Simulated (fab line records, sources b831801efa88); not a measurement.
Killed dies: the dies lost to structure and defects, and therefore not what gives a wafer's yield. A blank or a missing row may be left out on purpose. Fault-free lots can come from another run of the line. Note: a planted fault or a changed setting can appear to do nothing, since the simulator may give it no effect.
Which tool did it? | flow gf180mcu | 72 wafers sampled from 24 lots at 1 step of a route of 602

== WHAT EACH GAUGE READ, for each wafer ==
GF_DUAL_GATE_THK_MEAS_03.
lot  | measured     | on            | DUAL_GATE_OXIDATION_00_THK (nm)
L074 | day 7 12:57  | film_metro-04 | 10.68 10.81 11.03
L075 | day 7 19:38  | film_metro-02 | 11.10 11.35 11.27
L076 | day 8 05:58  | film_metro-01 | 10.68 10.74 10.64
L077 | day 8 16:14  | film_metro-04 | 10.81 11.01 11.07
L078 | day 9 00:05  | film_metro-02 | 11.09 11.16 10.70
L079 | day 9 03:25  | film_metro-04 | 11.05 10.84 10.92
L080 | day 9 11:59  | film_metro-04 | 10.95 10.94 10.95
L081 | day 9 20:40  | film_metro-04 | 11.00 10.91 10.86
L082 | day 9 21:10  | film_metro-04 | 10.62 10.69 10.52
L083 | day 10 04:49 | film_metro-04 | 10.73 10.99 10.75
L084 | day 10 09:29 | film_metro-04 | 10.69 10.70 10.76
L085 | day 10 18:35 | film_metro-01 | 10.44 10.22 10.37
L086 | day 11 03:08 | film_metro-02 | 10.83 10.96 10.96
L087 | day 11 06:34 | film_metro-04 | 10.59 10.71 10.41
L088 | day 11 11:53 | film_metro-01 | 10.91 11.23 10.95
L089 | day 11 19:22 | film_metro-04 | 11.06 11.03 11.01
L090 | day 12 05:22 | film_metro-04 | 11.05 11.16 11.12
L091 | day 12 10:31 | film_metro-02 | 11.06 10.95 11.26
L092 | day 12 17:59 | film_metro-01 | 10.86 10.83 10.73
L093 | day 13 00:59 | film_metro-02 | 11.22 11.05 11.21
L094 | day 13 10:25 | film_metro-02 | 10.54 10.59 10.51
L095 | day 13 13:29 | film_metro-04 | 10.98 11.08 11.19
L096 | day 13 19:17 | film_metro-01 | 10.96 10.99 10.79
L097 | day 14 01:48 | film_metro-04 | 10.84 10.89 10.88

== WHICH TOOL RAN EACH LOT (tool, then ch and the chambers of the sampled wafers, then the start) ==
The record shows no process step preceding these readings.

== AS READ BY THE TOOLS THEMSELVES (means over the sampled wafers that have a number; for cases with no such wafer, the mark the record gives instead) ==
The record holds no such reading with a usual standard deviation.

== THE ANSWER, worked out from the rows above alone ==
Rule: usual is defined by the lots themselves. Put in order of their means at a reading, lots are off if they are a third of the lots or fewer, leave a main group of 4 or more, and stand apart from it by a gap of 3 or more times the standard deviation of the main group's means; of several such gaps the widest counts. A main group is skipped when, at the precision printed for the reading in the tables above, its means are all equal. Also off: a lot with no number at a reading for which 4 or more lots have one. Where the step has rows for the other lots, those lots are counted as sound. The gauges are gone through in route order, then the tools' own readings, and for those a lot's mean is taken as printed above. At the first step where some lot is off, the reading lying furthest off is the one used; lots without a number count as furthest.
No lot is off at any reading shown: from this, nothing can be told.

== WHAT WAS PUT IN BY THE SIMULATOR ==
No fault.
